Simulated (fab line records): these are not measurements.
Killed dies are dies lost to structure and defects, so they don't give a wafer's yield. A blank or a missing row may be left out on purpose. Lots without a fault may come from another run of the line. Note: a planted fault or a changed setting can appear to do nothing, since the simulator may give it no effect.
A struck lot beside a sound one / flow sky130 / 16 out of 708 route steps
Sound: wafers L171.2, L171.4, L171.6. Struck: wafer L165.5. (L165.1, L165.2 of the same lot were not struck and are left out.) The cause comes at the end.
Each step with rows lists, per side, the tool, then ch with its chambers, then its first start. Under that, the readings that differ: sound wafers / struck wafers / difference of the means / sigmas: that difference in standard deviations of wafers without a fault.
alike: words and numbers the same on both sides, and readings whose means are apart by under 2 such deviations; not compared: readings that were withheld, readings missing a value for some wafer, numbers with overlapping values and no deviation given by the record, and bounds like >300 which may hide the same value.
The two part at a step that has a row with sigmas, a row that says differs or no value, or rows on one side only. Non-overlapping numbers with no deviation appear without sigmas and do not part them. A reading missing from all wafers of one side parts the sides only when that side holds two or more wafers.

SKY_VIA3_CMP_02: polishes SiO2.
  sound on cmp-02 ch 1,3, day 42 03:19; struck on cmp-02 ch 1, day 40 12:05
  alike: motor current A, platen rpm, retaining ring pressure frac
SKY_VIA3_BOW_MEAS_03:
  sound: film metro-02 at day 42 03:38; struck: film metro-03 at day 40 12:20
  alike: VIA3_BOW
then, 8 steps without rows for these wafers: SKY_VIA3_DEHYDRATE_04 (time 60 s); SKY_VIA3_HMDS_05 (prime time 60 s); SKY_VIA3_COAT_06 (resist thk 60 nm); SKY_VIA3_COAT_07 (resist thk 450 nm); SKY_VIA3_SOFTBAKE_08 (time 90 s); SKY_VIA3_EXPOSE_09 (exposes mask VIM3, target cd 200 nm); SKY_VIA3_PEB_10; SKY_VIA3_DEVELOP_11 (develop time 60 s).
SKY_VIA3_CD_MEAS_12: the cd target is 200 nm.
  sound: cd sem-02 at day 43 02:26; struck: cd sem-02 at day 41 12:27
  alike: cd nm
SKY_VIA3_OVL_MEAS_13:
  sound: overlay-02 at day 43 02:33; struck: overlay-02 at day 41 12:34
  alike: VIA3_OVL
SKY_VIA3_ETCH_14: etches BARC in N2/H2, stops on SiO2, time 45.9 s, target depth 60 nm.
  sound on rie diel-04 ch 1,2,3, day 43 02:35; struck on rie diel-03 ch 3, day 41 12:37
reading=oes product au (a.u.); sound=0.859 0.853 0.862; struck=0.925; difference=+0.067; sigmas=+14
reading=run length s (s); sound=74.2 73.6 74.2; struck=70.5; difference=-3.5; sigmas=-7
reading=model.KrF-thick_of_VIA3_COAT_07.thk nm (nm); sound=392.4 392.1 389.9; struck=396.8; difference=+5.3; sigmas=
  alike: drypump motor current A, throttle valve pct
  not compared: rf hours counter h
SKY_VIA3_ETCH_15: etches SiO2 in C4F8/O2/Ar, stops on TiN, target depth 507 nm, time 78 s.
  sound on rie diel-04 ch 1,2,3, day 43 02:37; struck on rie diel-03 ch 3, day 41 12:39
reading=run length s (s); sound=106.6 105.3 106.4; struck=107.1; difference=+1.0; sigmas=+2
reading=model.KrF-thick_of_VIA3_COAT_07.thk nm (nm); sound=292.1 293.2 287.5; struck=294.3; difference=+3.4; sigmas=
  alike: oes product au
  not compared: rf hours counter h
SKY_VIA3_STRIP_16: strips in O2/N2.
  sound on plasma asher-04 ch 0,1, day 43 02:41; struck on plasma asher-04 ch 0, day 41 12:43
  alike: drypump motor current A, oes product au, strip time to endpoint s
  not compared: rf hours counter h
next, for these wafers, 1 step has no rows: SKY_PAD_OPEN_PROBE_99.

WHERE THEY PART
First at SKY_VIA3_ETCH_14; last, within this record, at SKY_VIA3_ETCH_15. Later steps at which nothing parts them and some readings are alike: SKY_VIA3_STRIP_16.

WHY: the cause the simulator had injected
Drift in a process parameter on rie diel-03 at SKY_VIA3_ETCH_14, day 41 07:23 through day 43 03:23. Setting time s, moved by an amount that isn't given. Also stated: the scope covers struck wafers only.
